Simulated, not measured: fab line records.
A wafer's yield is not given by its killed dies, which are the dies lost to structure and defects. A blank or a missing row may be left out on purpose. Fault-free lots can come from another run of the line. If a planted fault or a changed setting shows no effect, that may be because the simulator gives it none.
Which tool did it?	flow gf180mcu	14 lots with 42 wafers sampled at 3 steps, on a route of 602 steps

== WHAT THE GAUGES SHOWED, per wafer ==
GF_M1_THK_MEAS_06: measures by xrf.
lot	measured	on	M1_ALCU_THK (nm)
L548	day 16 13:54	filmMetro-01	449 446 449
L549	day 17 02:20	filmMetro-01	439 446 448
L553	day 18 12:31	filmMetro-01	440 446 450
L554	day 19 00:40	filmMetro-01	436 445 447
L559	day 20 18:05	filmMetro-03	448 452 453
L560	day 21 01:41	filmMetro-01	430 444 437
L561	day 21 09:30	filmMetro-03	443 448 444
L563	day 22 02:15	filmMetro-04	438 440 437
L564	day 22 16:48	filmMetro-03	443 442 452
L565	day 22 17:41	filmMetro-03	450 442 452
L566	day 23 00:08	filmMetro-03	455 444 446
L567	day 23 04:57	filmMetro-01	450 444 448
L568	day 23 20:48	filmMetro-01	440 441 450
L569	day 24 01:28	filmMetro-04	454 452 458

== EACH LOT AND THE TOOL THAT RAN IT (in order: tool; ch and the chambers of the sampled wafers; start) ==
lot	GF_CONTACT_SPUTTER_23	GF_M1_SPUTTER_04
L548	pvdSputter-02, day 16 12:56	pvdSputter-03, day 16 13:44
L549	pvdSputter-01, day 17 01:23	pvdSputter-02, day 17 02:11
L553	pvdSputter-02, day 18 11:32	pvdSputter-03, day 18 12:20
L554	pvdSputter-02, day 18 23:41	pvdSputter-04, day 19 00:29
L559	pvdSputter-02, day 20 17:07	pvdSputter-04, day 20 17:55
L560	pvdSputter-03, day 21 00:43	pvdSputter-04, day 21 01:31
L561	pvdSputter-01, day 21 08:32	pvdSputter-02, day 21 09:20
L563	pvdSputter-01, day 22 01:17	pvdSputter-04, day 22 02:05
L564	pvdSputter-02, day 22 15:50	pvdSputter-04, day 22 16:38
L565	pvdSputter-02, day 22 16:43	pvdSputter-03, day 22 17:31
L566	pvdSputter-02, day 22 23:11	pvdSputter-04, day 22 23:59
L567	pvdSputter-02, day 23 03:53	pvdSputter-04, day 23 04:47
L568	pvdSputter-02, day 23 19:47	pvdSputter-04, day 23 20:38
L569	pvdSputter-01, day 24 00:29	pvdSputter-02, day 24 01:17
- GF_CONTACT_SPUTTER_23: material TiN, target thk 10 nm, time 40 s.
- GF_M1_SPUTTER_04: material TiN, target thk 50 nm, time 41.7 s.

== WHAT THE TOOLS THEMSELVES READ (means of the sampled wafers that have a number; where no wafer has one, the mark that the record gives instead) ==
GF_CONTACT_SPUTTER_23.
lot	tool	throttleValvePct (%)
L548	pvdSputter-02	29.6
L549	pvdSputter-01	29.5
L553	pvdSputter-02	29.5
L554	pvdSputter-02	29.5
L559	pvdSputter-02	29.4
L560	pvdSputter-03	30.1
L561	pvdSputter-01	29.6
L563	pvdSputter-01	29.3
L564	pvdSputter-02	29.7
L565	pvdSputter-02	29.5
L566	pvdSputter-02	29.5
L567	pvdSputter-02	29.8
L568	pvdSputter-02	29.8
L569	pvdSputter-01	29.4

GF_M1_SPUTTER_04.
lot	tool	throttleValvePct (%)
L548	pvdSputter-03	29.9
L549	pvdSputter-02	29.9
L553	pvdSputter-03	30.2
L554	pvdSputter-04	28.1
L559	pvdSputter-04	28.4
L560	pvdSputter-04	29.2
L561	pvdSputter-02	29.7
L563	pvdSputter-04	28.8
L564	pvdSputter-04	29.2
L565	pvdSputter-03	29.5
L566	pvdSputter-04	28.3
L567	pvdSputter-04	29.0
L568	pvdSputter-04	29.4
L569	pvdSputter-02	29.6

== THE ANSWER, worked out from the rows above alone ==
Rule: usual is defined by the lots themselves. Put in order of their means at a reading, lots are off if they are a third of the lots or fewer, leave a main group of 4 or more, and stand apart from it by a gap of 3 or more times the standard deviation of the main group's means; of several such gaps the widest counts. The tables above print the reading to a certain number of digits; a main group whose means all agree to those digits is not used. Also off: a lot with no number at a reading for which 4 or more lots have one. Where the step has rows for the other lots, those lots are counted as sound. Order of review: gauges by route order, followed by the tools' own readings, for which a lot's mean as printed above is used. The first step at which some lot is off is used, and at that step the reading that is off furthest; a lot without a number counts as furthest.
No lot is off on any of the readings shown, so nothing can be concluded from this.

== WHAT WAS PUT IN BY THE SIMULATOR ==
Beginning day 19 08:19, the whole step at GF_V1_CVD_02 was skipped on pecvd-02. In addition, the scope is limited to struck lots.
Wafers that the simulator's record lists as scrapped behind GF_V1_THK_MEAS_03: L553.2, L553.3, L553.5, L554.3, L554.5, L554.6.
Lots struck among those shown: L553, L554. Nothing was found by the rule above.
